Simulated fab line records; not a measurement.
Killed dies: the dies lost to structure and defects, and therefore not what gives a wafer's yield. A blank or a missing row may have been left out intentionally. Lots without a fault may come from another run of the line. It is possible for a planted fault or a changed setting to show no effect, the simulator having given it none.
fab line records	flow sky130
record: lots: 7	wafers: 21	last-day: 50
route steps=708 shown VIA2@527 METAL3@532 CAPM@537
lots untouched by any fault: they come from a run of this same line in which no faults occurred
start-h: start of the lot's first displayed wafer, in hours after the record's first day	wait-h: how many hours have passed since the lot's step before this one	" as in the row above	L1.1+2: a single row standing in for several wafers	- no value, or no start was given	* or withheld: withheld	< > ~ a bound
route shown NAME@n: a module of which the file shows steps, and the number in the route of the first	usual: average and standard deviation across the fault-free wafers	same: alike in all rows	chamber/n: place in a boat	sites: per-site readings	_std_site: their standard deviation	_edge_site: mean of outer sites minus mean of inner sites	radius-mm: for every site, how far away it sits from the centre of the wafer	mask NAME#n: copy n	behind: the last tool/chamber to shape the wafer	hold: why the lot was held/for how many hours/how that ended	device: whichever transistor did not switch (one of n, p or np)	end of line: tests run on the same wafers once the route is complete	a step with no rows: only its recipe	killed: not the wafer's yield, but the dies lost to structure and defects at the first sort	map: a wafer's dies, x killed, . not, _ none there
set.NAME: setting as actually run; set.NAME@STEP: the setting as run at that earlier step	model.NAME: the simulator's own value behind a step, which no gauge read
lots seen at some steps along the route; tables by step, rows by wafer
services: when a tool's chamber went out of use (start-h, in hours from the record's first day, below 0 if earlier), for how many hours, and the reason
== steps ==
step: SKY_VIA2_SPUTTER_20
recipe: material: TiN	target-thk-nm: 20	chamber-pressure-pa: 5	power-w: 4000	time-s: 80
usual: cathode-dc-power-W: 4000.0/0.75	chamber-pressure-pa: 4.999/0.0099	throttle-valve-pct: 29.9/0.73
lot.wafer	tool	chamber	start-h	wait-h	cathode-dc-power-W	chamber-pressure-pa	throttle-valve-pct
L852.1	pvd-sputter-03	-	901.91	0.0	4000.7	5.016	29.5
L852.2	"	-	"	"	4000.8	4.997	30.6
L852.6	"	-	"	"	3999.4	5.005	29.0
L855.2	pvd-sputter-02	-	907.75	0.0	4001.0	5.014	30.0
L855.3	"	-	"	"	4000.1	5.007	30.4
L855.6	"	-	"	"	3999.7	5.011	29.8
L856.1	pvd-sputter-02	-	909.31	0.0	3999.4	5.007	30.9
L856.2	"	-	"	"	4000.2	4.995	30.4
L856.3	"	-	"	"	3999.8	4.991	30.4
L857.4	pvd-sputter-04	-	920.49	0.0	4001.8	4.994	30.6
L857.5	"	-	"	"	4000.5	4.997	30.1
L857.6	"	-	"	"	4000.3	4.992	30.4
L858.1	pvd-sputter-02	-	930.23	0.0	4000.5	4.987	30.4
L858.2	"	-	"	"	4000.7	4.991	29.8
L858.3	"	-	"	"	3999.7	5.001	31.1
L865.1	pvd-sputter-04	-	975.56	0.0	3999.2	4.998	31.0
L865.2	"	-	"	"	4000.6	5.002	28.9
L865.6	"	-	"	"	4000.6	4.991	30.6
L871.1	pvd-sputter-04	-	1015.29	0.0	3999.6	5.007	30.8
L871.2	"	-	"	"	3999.7	4.990	30.0
L871.6	"	-	"	"	3999.2	4.995	31.1
step: SKY_VIA2_CVD_21
recipe: material: W	target-thk-nm: 420	time-s: 126.4	temp-c: 400	pressure-torr: 40
usual: heater-power-w: 860/57
lot.wafer	tool	chamber	start-h	wait-h	heater-power-w
L852.1	cvd-w-01	0	901.98	0.0	864
L852.2	"	1	"	"	826
L852.6	"	0	"	"	852
L855.2	cvd-w-02	0	907.86	0.1	834
L855.3	"	0	"	"	849
L855.6	"	0	"	"	832
L856.1	cvd-w-02	0	909.37	0.0	844
L856.2	"	0	"	"	828
L856.3	"	0	"	"	826
L857.4	cvd-w-02	0	920.68	0.2	852
L857.5	"	0	"	"	874
L857.6	"	0	"	"	843
L858.1	cvd-w-02	1	930.29	0.0	953
L858.2	"	0	"	"	859
L858.3	"	0	"	"	826
L865.1	cvd-w-02	0	975.63	0.0	829
L865.2	"	1	"	"	940
L865.6	"	1	"	"	960
L871.1	cvd-w-02	1	1015.35	0.0	964
L871.2	"	0	"	"	854
L871.6	"	0	"	"	865
step: SKY_VIA2_RS_MEAS_22
recipe: thk-meas-gauge: four-point-probe	reads: W_of_VIA2_CVD_21+TiN_of_VIA2_SPUTTER_20
usual: VIA2_W_RS: 0.273/0.0035
lot.wafer	tool	chamber	start-h	wait-h	VIA2_W_RS[ohm/sq]
L852.1	film-metro-02	-	902.11	0.1	0.274
L852.2	"	-	"	"	0.275
L852.6	"	-	"	"	0.274
L855.2	film-metro-01	-	908.09	0.2	0.267
L855.3	"	-	"	"	0.270
L855.6	"	-	"	"	0.270
L856.1	film-metro-02	-	909.63	0.2	0.266
L856.2	"	-	"	"	0.267
L856.3	"	-	"	"	0.266
L857.4	film-metro-02	-	920.87	0.1	0.270
L857.5	"	-	"	"	0.270
L857.6	"	-	"	"	0.272
L858.1	film-metro-04	-	930.42	0.1	0.277
L858.2	"	-	"	"	0.272
L858.3	"	-	"	"	0.270
L865.1	film-metro-02	-	975.76	0.1	0.268
L865.2	"	-	"	"	0.273
L865.6	"	-	"	"	0.273
L871.1	film-metro-02	-	1015.48	0.1	0.272
L871.2	"	-	"	"	0.272
L871.6	"	-	"	"	0.273
step: SKY_VIA2_THK_MEAS_23
recipe: thk-meas-gauge: xrf	reads: W_of_VIA2_CVD_21
usual: VIA2_W_THK: 422/5.7
lot.wafer	tool	chamber	start-h	wait-h	VIA2_W_THK[nm]
L852.1	film-metro-02	-	902.23	0.1	418
L852.2	"	-	"	"	419
L852.6	"	-	"	"	417
L855.2	film-metro-01	-	908.20	0.1	437
L855.3	"	-	"	"	427
L855.6	"	-	"	"	432
L856.1	film-metro-02	-	909.75	0.1	427
L856.2	"	-	"	"	426
L856.3	"	-	"	"	430
L857.4	film-metro-02	-	920.96	0.1	422
L857.5	"	-	"	"	423
L857.6	"	-	"	"	419
L858.1	film-metro-04	-	930.54	0.1	417
L858.2	"	-	"	"	421
L858.3	"	-	"	"	431
L865.1	film-metro-02	-	975.88	0.1	424
L865.2	"	-	"	"	413
L865.6	"	-	"	"	414
L871.1	film-metro-02	-	1015.60	0.1	415
L871.2	"	-	"	"	416
L871.6	"	-	"	"	416
step: SKY_VIA2_CMP_24
recipe: stop-on: SiO2	t-overpolish-s: 20	down-force-psi: 3.5	platen-rpm: 60	target-thk-nm: 0	pad-velocity-m-s: 0.94248
step: SKY_METAL3_SPUTTER_00
recipe: material: Ti	target-thk-nm: 15	power-w: 3000	time-s: 10	chamber-pressure-pa: 0.4
step: SKY_METAL3_SPUTTER_01
recipe: material: TiN	target-thk-nm: 20	power-w: 6500	time-s: 16.7	chamber-pressure-pa: 0.4
usual: cathode-dc-power-W: 6499.9/1.1	chamber-pressure-pa: 0.3999/0.00081	throttle-valve-pct: 30.4/0.86
lot.wafer	tool	chamber	start-h	wait-h	cathode-dc-power-W	chamber-pressure-pa	throttle-valve-pct
L852.1	pvd-sputter-04	-	902.61	0.0	6498.3	0.3993	30.6
L852.2	"	-	"	"	6500.2	0.3992	30.0
L852.6	"	-	"	"	6499.3	0.3987	30.0
L855.2	pvd-sputter-01	-	908.58	0.0	6500.2	0.3992	31.3
L855.3	"	-	"	"	6501.8	0.4002	32.1
L855.6	"	-	"	"	6500.0	0.4007	32.0
L856.1	pvd-sputter-01	-	910.13	0.0	6500.8	0.3979	31.5
L856.2	"	-	"	"	6497.9	0.3990	30.5
L856.3	"	-	"	"	6499.2	0.3989	32.3
L857.4	pvd-sputter-01	-	921.32	0.0	6500.8	0.4008	32.0
L857.5	"	-	"	"	6498.3	0.4003	32.0
L857.6	"	-	"	"	6500.0	0.3994	30.6
L858.1	pvd-sputter-04	-	930.92	0.0	6498.3	0.4012	28.6
L858.2	"	-	"	"	6499.2	0.3993	30.7
L858.3	"	-	"	"	6500.8	0.4015	30.8
L865.1	pvd-sputter-02	-	976.26	0.0	6499.4	0.3985	30.5
L865.2	"	-	"	"	6499.4	0.4014	29.7
L865.6	"	-	"	"	6501.7	0.4008	31.1
L871.1	pvd-sputter-01	-	1015.99	0.0	6498.7	0.4010	31.3
L871.2	"	-	"	"	6499.6	0.3982	29.4
L871.6	"	-	"	"	6497.7	0.3998	29.6
step: SKY_METAL3_SPUTTER_02
recipe: material: AlCu	target-thk-nm: 735	power-w: 10600	time-s: 39.1	chamber-pressure-pa: 0.4
step: SKY_METAL3_SPUTTER_03
recipe: material: Ti	target-thk-nm: 5	power-w: 3000	time-s: 3.3	chamber-pressure-pa: 0.4
usual: cathode-dc-power-W: 3000.0/0.58	chamber-pressure-pa: 0.4000/0.0008	throttle-valve-pct: 30.5/0.85
lot.wafer	tool	chamber	start-h	wait-h	cathode-dc-power-W	chamber-pressure-pa	throttle-valve-pct
L852.1	pvd-sputter-04	-	902.67	0.0	3000.2	0.4001	30.8
L852.2	"	-	"	"	3000.5	0.4005	29.9
L852.6	"	-	"	"	2999.6	0.3990	29.8
L855.2	pvd-sputter-01	-	908.64	0.0	3001.2	0.4010	31.4
L855.3	"	-	"	"	3000.3	0.4007	32.3
L855.6	"	-	"	"	3000.0	0.3999	32.1
L856.1	pvd-sputter-01	-	910.19	0.0	2998.5	0.4005	31.1
L856.2	"	-	"	"	2999.4	0.4018	30.7
L856.3	"	-	"	"	3000.5	0.4011	32.3
L857.4	pvd-sputter-01	-	921.38	0.0	2999.5	0.4006	32.3
L857.5	"	-	"	"	2999.1	0.3988	32.2
L857.6	"	-	"	"	2999.6	0.4003	30.7
L858.1	pvd-sputter-04	-	930.99	0.0	3000.2	0.3998	29.1
L858.2	"	-	"	"	3000.3	0.4006	30.7
L858.3	"	-	"	"	2999.8	0.3998	30.9
L865.1	pvd-sputter-02	-	976.32	0.0	3001.0	0.3994	30.6
L865.2	"	-	"	"	3000.7	0.4004	30.1
L865.6	"	-	"	"	3000.9	0.3990	31.0
L871.1	pvd-sputter-01	-	1016.05	0.0	3000.2	0.3984	31.2
L871.2	"	-	"	"	3000.3	0.4000	29.5
L871.6	"	-	"	"	3001.0	0.3989	29.4
step: SKY_METAL3_SPUTTER_04
recipe: material: TiN	target-thk-nm: 70	power-w: 6284	time-s: 58.3	chamber-pressure-pa: 0.4
usual: cathode-dc-power-W: 6284.1/1.1	chamber-pressure-pa: 0.4002/0.00084	throttle-valve-pct: 30.4/0.82
lot.wafer	tool	chamber	start-h	wait-h	cathode-dc-power-W	chamber-pressure-pa	throttle-valve-pct
L852.1	pvd-sputter-04	-	902.69	0.0	6285.4	0.4002	30.7
L852.2	"	-	"	"	6285.5	0.4006	30.0
L852.6	"	-	"	"	6285.8	0.4010	30.2
L855.2	pvd-sputter-01	-	908.66	0.0	6283.8	0.4005	31.1
L855.3	"	-	"	"	6284.7	0.4002	32.1
L855.6	"	-	"	"	6282.9	0.4009	32.2
L856.1	pvd-sputter-01	-	910.21	0.0	6284.1	0.3998	31.3
L856.2	"	-	"	"	6282.9	0.4001	30.8
L856.3	"	-	"	"	6282.1	0.3987	32.2
L857.4	pvd-sputter-01	-	921.40	0.0	6283.3	0.4000	32.1
L857.5	"	-	"	"	6284.6	0.3994	32.2
L857.6	"	-	"	"	6283.1	0.3990	30.7
L858.1	pvd-sputter-04	-	931.01	0.0	6283.5	0.4010	29.1
L858.2	"	-	"	"	6284.4	0.4003	30.6
L858.3	"	-	"	"	6285.3	0.4026	30.6
L865.1	pvd-sputter-02	-	976.34	0.0	6283.5	0.4013	30.4
L865.2	"	-	"	"	6284.0	0.4012	30.1
L865.6	"	-	"	"	6284.1	0.3999	31.0
L871.1	pvd-sputter-01	-	1016.07	0.0	6283.1	0.4002	31.3
L871.2	"	-	"	"	6282.2	0.3993	29.8
L871.6	"	-	"	"	6283.6	0.4014	29.7
step: SKY_CAPM_CVD_00
recipe: material: SiO2	target-thk-nm: 15.5	temp-c: 400	time-s: withheld	rf-w: 450
step: SKY_CAPM_THK_MEAS_01
recipe: reads: SiO2_of_CAPM_CVD_00
usual: CAPM_CVD_00_THK: 15.49/0.23
lot.wafer	tool	chamber	start-h	wait-h	CAPM_CVD_00_THK[nm]
L852.1	film-metro-01	-	902.76	-	15.28
L852.2	"	-	"	"	15.27
L852.6	"	-	"	"	15.50
L855.2	film-metro-02	-	908.74	-	15.54
L855.3	"	-	"	"	15.79
L855.6	"	-	"	"	15.62
L856.1	film-metro-03	-	910.28	-	15.15
L856.2	"	-	"	"	15.15
L856.3	"	-	"	"	15.27
L857.4	film-metro-02	-	921.50	-	15.91
L857.5	"	-	"	"	15.61
L857.6	"	-	"	"	15.73
L858.1	film-metro-01	-	931.09	-	15.28
L858.2	"	-	"	"	15.00
L858.3	"	-	"	"	15.17
L865.1	film-metro-01	-	976.41	-	15.68
L865.2	"	-	"	"	15.25
L865.6	"	-	"	"	15.51
L871.1	film-metro-02	-	1016.15	-	15.26
L871.2	"	-	"	"	15.19
L871.6	"	-	"	"	15.56
step: SKY_CAPM_SPUTTER_02
recipe: material: TiN	target-thk-nm: 200	temp-c: 300	power-w: 6500	time-s: 166.7	chamber-pressure-pa: 0.4
usual: cathode-dc-power-W: 6500.0/1.1	chamber-pressure-pa: 0.4000/0.00089	throttle-valve-pct: 30.4/1
lot.wafer	tool	chamber	start-h	wait-h	cathode-dc-power-W	chamber-pressure-pa	throttle-valve-pct
L852.1	pvd-sputter-01	-	902.82	0.1	6499.7	0.4001	31.4
L852.2	"	-	"	"	6501.6	0.3976	29.5
L852.6	"	-	"	"	6499.7	0.3998	30.9
L855.2	pvd-sputter-04	-	908.79	0.0	-	-	-
L855.3	"	-	"	"	-	-	-
L855.6	"	-	"	"	-	-	-
L856.1	pvd-sputter-04	-	910.34	0.1	-	-	-
L856.2	"	-	"	"	-	-	-
L856.3	"	-	"	"	-	-	-
L857.4	pvd-sputter-01	-	921.53	0.0	-	-	-
L857.5	"	-	"	"	-	-	-
L857.6	"	-	"	"	-	-	-
L858.1	pvd-sputter-01	-	931.15	0.1	6500.7	0.4001	30.9
L858.2	"	-	"	"	6499.7	0.4002	31.8
L858.3	"	-	"	"	6498.6	0.3989	30.6
L865.1	pvd-sputter-04	-	976.47	0.1	6500.3	0.4010	28.8
L865.2	"	-	"	"	6500.8	0.4006	30.9
L865.6	"	-	"	"	6501.6	0.4011	30.6
L871.1	pvd-sputter-04	-	1016.21	0.1	6501.1	0.3999	30.8
L871.2	"	-	"	"	6498.6	0.3988	28.9
L871.6	"	-	"	"	6502.7	0.3997	30.2
step: SKY_CAPM_RS_MEAS_03
recipe: thk-meas-gauge: four-point-probe	reads: TiN_of_CAPM_SPUTTER_02
usual: CAPM_TIN_RS: 6.91/0.083
lot.wafer	tool	chamber	start-h	wait-h	hold	CAPM_TIN_RS[ohm/sq]
L852.1	film-metro-02	-	902.93	0.1	-	7.04
L852.2	"	-	"	"	-	6.93
L852.6	"	-	"	"	-	6.91
L855.2	film-metro-02	-	908.92	0.1	await-dispo/0.2h/release	-
L855.3	"	-	"	"	await-dispo/0.2h/release	-
L855.6	"	-	"	"	await-dispo/0.2h/release	-
L855.2	film-metro-02	-	909.21	0.3	-	-
L855.3	"	-	"	"	-	-
L855.6	"	-	"	"	-	-
L856.1	film-metro-01	-	910.45	0.1	await-dispo/0.2h/release	-
L856.2	"	-	"	"	await-dispo/0.2h/release	-
L856.3	"	-	"	"	await-dispo/0.2h/release	-
L856.1	film-metro-01	-	910.74	0.3	-	-
L856.2	"	-	"	"	-	-
L856.3	"	-	"	"	-	-
L857.4	film-metro-03	-	921.70	0.1	await-dispo/0.2h/release	-
L857.5	"	-	"	"	await-dispo/0.2h/release	-
L857.6	"	-	"	"	await-dispo/0.2h/release	-
L857.4	film-metro-03	-	921.99	0.3	-	-
L857.5	"	-	"	"	-	-
L857.6	"	-	"	"	-	-
L858.1	film-metro-02	-	931.26	0.1	-	7.05
L858.2	"	-	"	"	-	6.84
L858.3	"	-	"	"	-	6.96
L865.1	film-metro-01	-	976.58	0.1	-	6.80
L865.2	"	-	"	"	-	6.88
L865.6	"	-	"	"	-	6.83
L871.1	film-metro-03	-	1016.32	0.1	-	6.98
L871.2	"	-	"	"	-	6.89
L871.6	"	-	"	"	-	6.89
== services ==
tool	chamber	start-h	hours	kind
pvd-sputter-02	0	879.54	-	consumable-replace:kit
pvd-sputter-02	0	879.54	18.0	scheduled-down
pvd-sputter-02	0	879.54	18.0	vent-cycle
cvd-w-02	0	892.23	10.6	repair
cvd-w-02	1	894.14	20.5	repair
cvd-w-01	-	904.00	14.0	pm
cvd-w-01	0	904.00	14.0	vent-cycle
cvd-w-01	1	904.00	14.0	vent-cycle
pvd-sputter-03	-	907.00	6.3	repair
pvd-sputter-03	-	912.09	11.4	repair
cvd-w-01	0	918.00	-	clean
cvd-w-01	1	918.00	-	clean
cvd-w-02	1	919.29	6.9	repair
pvd-sputter-04	-	921.38	9.3	repair
pvd-sputter-01	0	924.05	-	consumable-replace:kit
pvd-sputter-01	0	924.05	18.0	scheduled-down
pvd-sputter-01	0	924.05	18.0	vent-cycle
pvd-sputter-03	-	928.44	5.1	repair
pvd-sputter-01	-	934.40	0.5	repair
cvd-w-01	1	957.82	1.7	repair
pvd-sputter-01	-	970.09	9.2	repair
pvd-sputter-02	-	972.30	2.4	repair
pvd-sputter-03	-	1003.58	5.0	repair
== key ==
first-sign: step: SKY_CAPM_SPUTTER_02	reading: tool-record	direction: missing
effect: step: SKY_CAPM_RS_MEAS_03	reading: visit	direction: added
met-at SKY_CAPM_SPUTTER_02
struck-wafers L855.2,L855.3,L855.6,L856.1,L856.2,L856.3,L857.4,L857.5,L857.6
scrapped-behind SKY_CAPM_RS_MEAS_03 L855.2,L855.3,L855.6,L856.1,L856.2,L856.3,L857.4,L857.5,L857.6
onset-between 902.82 908.79
fault: kind: skipped-step-whole	tool: pvd-sputter-01,pvd-sputter-04	chamber: -	onset-h: 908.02	steps: SKY_CAPM_SPUTTER_02	scope: struck-lots-only
